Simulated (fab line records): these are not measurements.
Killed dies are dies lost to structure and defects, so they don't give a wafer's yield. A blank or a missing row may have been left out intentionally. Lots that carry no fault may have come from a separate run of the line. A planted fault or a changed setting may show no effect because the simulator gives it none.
Chamber matching	flow sky130	cmp-01 running SKY_VIA3_CMP_02: 4 sister chambers
The step polishes SiO2. 8 wafers are shown with their chamber, then 12 later ones without.

== WAFERS, EACH WITH ITS CHAMBER ==
wafer	chamber	motorCurrentA (A)	headPressurePsi (psi)
L083.1	3	12.3	4.025
L083.2	1	11.7	3.994
L083.6	2	13.0	4.010
L082.4	2	14.1	4.007
L082.5	0	10.7	4.003
L085.1	3	12.5	3.995
L085.4	0	10.0	3.999
L085.5	1	11.4	3.989

== WAFERS MISSING THEIR CHAMBER ==
wafer	motorCurrentA (A)	headPressurePsi (psi)
L088.1	9.8	4.014
L088.2	13.0	3.996
L088.6	10.4	4.003
L091.1	11.5	3.998
L091.2	13.6	4.009
L091.5	11.6	3.991
L093.1	11.0	3.995
L093.2	9.5	4.006
L093.3	12.2	4.001
L097.3	12.2	4.006
L097.4	11.3	3.997
L097.5	10.6	4.007

== EACH ONE'S CHAMBER ==
wafer	from the rows above	in truth
L088.1	0	0
L088.2	can't be placed: 2 or 3 or 1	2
L088.6	0	0
L091.1	can't be placed: 1 or 3 or 0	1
L091.2	2	2
L091.5	1	1
L093.1	can't be placed: 1 or 0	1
L093.2	0	0
L093.3	can't be placed: 3 or 1 or 2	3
L097.3	can't be placed: 3 or 1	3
L097.4	can't be placed: 1 or 0 or 3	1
L097.5	can't be placed: 0 or 1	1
Correctly placed: 5 of 12. Cannot be placed on the basis of these rows: 7; the candidates contain the true chamber in 7. Number placed wrongly: 0.
How it was worked out, from the rows above alone: a wafer's distance from a chamber is the root of the sum, over the readings, of the square of ((its reading less the chamber's mean) divided by the reading's scatter). If the next closest chamber is less than 2 further off than the closest, the wafer can't be placed; otherwise it belongs to the closest. For every chamber, the mean is computed from those of its wafers that are shown. The scatter: the root of (the sum of the squares of (reading less its chamber's mean) over the shown wafers, divided by (wafers less chambers)).
